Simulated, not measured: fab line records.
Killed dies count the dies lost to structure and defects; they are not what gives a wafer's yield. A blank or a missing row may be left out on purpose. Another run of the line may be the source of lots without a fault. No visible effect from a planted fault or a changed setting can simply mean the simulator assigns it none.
Struck lot and sound lot, side by side || flow sky130 || 23 steps out of a route of 708
Sound: these wafers, L295.2, L295.4, L295.6. Wafers L300.2, L300.4, L300.5 were the ones struck. The cause comes at the end.
Each step with rows lists, per side, the tool, then ch with its chambers, then its first start. Under that, the readings that differ: sound wafers || struck wafers || difference of the means || sigmas: that difference in standard deviations of wafers without a fault.
alike: a reading whose means differ by less than 2 such deviations, as well as words and numbers matching on both sides. not compared: withheld readings; readings where some wafer has no value; bounds like >300 that might hide an equal value; numbers whose values overlap and for which the record gives no deviation.
Wherever a step has rows on one side only, a row that says differs or no value, or a row with sigmas, the two part there. Non-overlapping numbers with no deviation appear without sigmas and do not part them. Lack of a reading on every wafer of one side parts them only where that side has two or more wafers.

first, 6 steps without rows for these wafers: SKY_VT_ADJUST_LVTN_HMDS_12 (prime time 60 s); SKY_VT_ADJUST_LVTN_COAT_13 (resist thk 1140 nm); SKY_VT_ADJUST_LVTN_SOFTBAKE_14 (time 60 s); SKY_VT_ADJUST_LVTN_EXPOSE_15 (exposes mask HVN STD DERIVED, target cd 600 nm); SKY_VT_ADJUST_LVTN_PEB_16; SKY_VT_ADJUST_LVTN_DEVELOP_17 (develop time 60 s).
SKY_VT_ADJUST_LVTN_OVL_MEAS_18:
  struck on overlay-01, day 12 02:01; sound on overlay-02, day 10 22:10
  alike: VT_ADJUST_LVTN_01_OVL
then, 1 step without rows for these wafers: SKY_VT_ADJUST_LVTN_IMPLANT_19.
SKY_VT_ADJUST_LVTN_STRIP_20: strips in O2/N2.
  sound on plasma-asher-04 ch 0,1, day 10 22:21; struck on plasma-asher-02 ch 1, day 12 02:11
  alike: drypump-motor-current-A, oes-product-au, strip-time-to-endpoint-s
  not compared: rf-hours-counter-h
SKY_VT_ADJUST_LVTN_TW_MEAS_21:
  struck on film-metro-02, day 12 02:18; sound on film-metro-01, day 10 22:28
  alike: VT_ADJUST_LVTN_2_TW
then, 2 steps without rows for these wafers: SKY_VT_ADJUST_NCORE_DEHYDRATE_00 (time 60 s); SKY_VT_ADJUST_NCORE_HMDS_01 (prime time 60 s).
SKY_VT_ADJUST_NCORE_COAT_02: resist thk 1140 nm.
  sound on litho-track-04 ch 0, day 11 09:04; struck on litho-track-04 ch 0, day 12 13:55
{"reading": "model.NOVOLAK_of_VT_ADJUST_NCORE_COAT_02.thk-nm (nm)", "sound": "1143 1141 1140", "struck": "1084 1085 1085", "difference": -57, "sigmas": ""}
then, 3 steps without rows for these wafers: SKY_VT_ADJUST_NCORE_SOFTBAKE_03 (time 60 s); SKY_VT_ADJUST_NCORE_EXPOSE_04 (exposes mask LVTN COMPLEMENT THIN, target cd 380 nm); SKY_VT_ADJUST_NCORE_PEB_05.
SKY_VT_ADJUST_NCORE_DEVELOP_06: develop time 60 s.
  sound on litho-track-01 ch 0, day 11 20:59; struck on litho-track-04 ch 0, day 13 02:52
{"reading": "model.NOVOLAK_of_VT_ADJUST_NCORE_COAT_02.thk-nm (nm)", "sound": "1142 1140 1140", "struck": "1083 1084 1084", "difference": -57, "sigmas": ""}
SKY_VT_ADJUST_NCORE_CD_MEAS_07: target cd 380 nm.
  struck on cd-sem-02, day 13 03:01; sound on cd-sem-02, day 11 21:08
  alike: cd-nm
SKY_VT_ADJUST_NCORE_OVL_MEAS_08:
  struck on overlay-02, day 13 03:07; sound on overlay-02, day 11 21:14
  alike: VT_ADJUST_NCORE_OVL
then, 1 step without rows for these wafers: SKY_VT_ADJUST_NCORE_IMPLANT_09.
SKY_VT_ADJUST_NCORE_STRIP_10: strips in O2/N2.
  sound on plasma-asher-03 ch 0, day 11 21:25; struck on plasma-asher-02 ch 0,1, day 13 03:17
{"reading": "strip-time-to-endpoint-s (s)", "sound": "14.22 14.17 14.18", "struck": "13.52 13.52 13.52", "difference": -0.67, "sigmas": -20}
  alike: drypump-motor-current-A, oes-product-au
  not compared: rf-hours-counter-h
SKY_VT_ADJUST_NCORE_TW_MEAS_11:
  struck on film-metro-03, day 13 03:24; sound on film-metro-04, day 11 21:32
  alike: VT_ADJUST_NCORE_TW
then, 1 step without rows for these wafers: SKY_PAD_OPEN_PROBE_99.

## WHERE THEY PART
Within this record, at SKY_VT_ADJUST_NCORE_STRIP_10 only. Later steps at which nothing parts them and some readings are alike: SKY_VT_ADJUST_NCORE_TW_MEAS_11.

WHY: what the simulator had put in
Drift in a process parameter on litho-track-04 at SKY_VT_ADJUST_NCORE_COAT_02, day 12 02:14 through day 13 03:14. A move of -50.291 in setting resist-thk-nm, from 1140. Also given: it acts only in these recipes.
